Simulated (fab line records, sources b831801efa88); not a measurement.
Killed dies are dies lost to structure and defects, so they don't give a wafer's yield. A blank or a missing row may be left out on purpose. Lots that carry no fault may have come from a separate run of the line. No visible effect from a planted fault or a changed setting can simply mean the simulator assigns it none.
Code-filled problem report in 8D (eight disciplines) form    flow gf180mcu    the parts of the form that need people (team, actions taken, sign-off) are left out

== 1. WHAT IS WRONG ==
Wafers free of any fault read 1453 nm (standard deviation 17) for V5_CVD_02_THK at GF_V5_THK_MEAS_03, against a mean of 1242 nm on 6 wafers of 2 lots. Relative to the usual mean, that is a shift of -12 standard deviations.
First observed at day 30 19:17: wafer L362.3, on film-metro-02. At this step, 36 wafers from 12 lots have a number in the record. The rule behind "out" and "out of limits": a value lying over 4 standard deviations away from the usual mean. The other wafers with a number count as sound.

== 2. WHAT IT IS, WHAT IT ISN'T ==
question                     is                            is not
which readings at this step  V5_CVD_02_THK                 -
which lots                   L362, L365                    L348, L349, L350, L353, L361, L366, L367, L368, L369, L371
which wafers of those lots   all that have a number        -
read on which gauges         film-metro-02, film-metro-04  film-metro-03
when                         from day 30 19:17             up to then (15 sound wafers); but 15 sound wafers of L366, L367, L368, L369, L371 came after

== 3. SUSPECTS, AND WHAT RULES EACH OUT ==
Counting: any tool at a process step up to the reading is kept as a suspect provided that every lot that is out went through it and no sound lot did after the first of them.
- ruled out: the gauge at GF_V5_THK_MEAS_03. 2 gauges (film-metro-02, film-metro-04) read the wafers that are out.
- pecvd-01 at GF_V5_CVD_02 (deposits SiO2 from TEOS, target thk 1450 nm, time 163.28 s): kept. It ran every lot that is out, first L362 (day 30 19:09), and no sound lot after that; its last sound lot up to then is L361 (day 30 13:17). Its own readings are out on those wafers: rf-fwd-power-W.
Left after counting: pecvd-01 at GF_V5_CVD_02.

== 4. THE CAUSE (what the simulator had put in) ==
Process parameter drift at GF_V5_CVD_02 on pecvd-01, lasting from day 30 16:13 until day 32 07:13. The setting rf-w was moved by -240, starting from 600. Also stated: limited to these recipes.
This tool alone remained once counting was done.

== 5. SEQUENCE OF EFFECTS, ordered by route ==
Each row: a reading where the mean over the struck wafers with a number is more than 3 standard deviations away from the usual. Only readings whose record carries a usual standard deviation are examined. hours: median over the lots of the time between each lot's start at the first step of this table that gives one and its start at this step. sigmas: the change, counted in usual standard deviations.
hours  step               reading         usual    on struck wafers  change  sigmas
0      GF_V5_CVD_02       rf-fwd-power-W  597.3 W  357.7             -239.6  -99 or more
0      GF_V5_THK_MEAS_03  V5_CVD_02_THK   1453 nm  1242              -211    -12
It contains these process steps:
- GF_V5_CVD_02: deposits SiO2 from TEOS, target thk 1450 nm, time 163.28 s.

== 6. WHAT WOULD HAVE CAUGHT IT SOONER ==
3 hours passed between the start of the fault at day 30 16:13 and the first reading out of limits at a measuring or inspecting step in this record, taken at day 30 19:17.
At GF_V5_CVD_02, the tool's own readings (rf-fwd-power-W) were out on each struck wafer the step has a row for, so an alarm limit on them would have fired on the first such wafer.
Among the 2 lots that are out, L365 began GF_V5_CVD_02 on pecvd-01 after day 30 19:17. A hold on the tool at that time would have spared it.
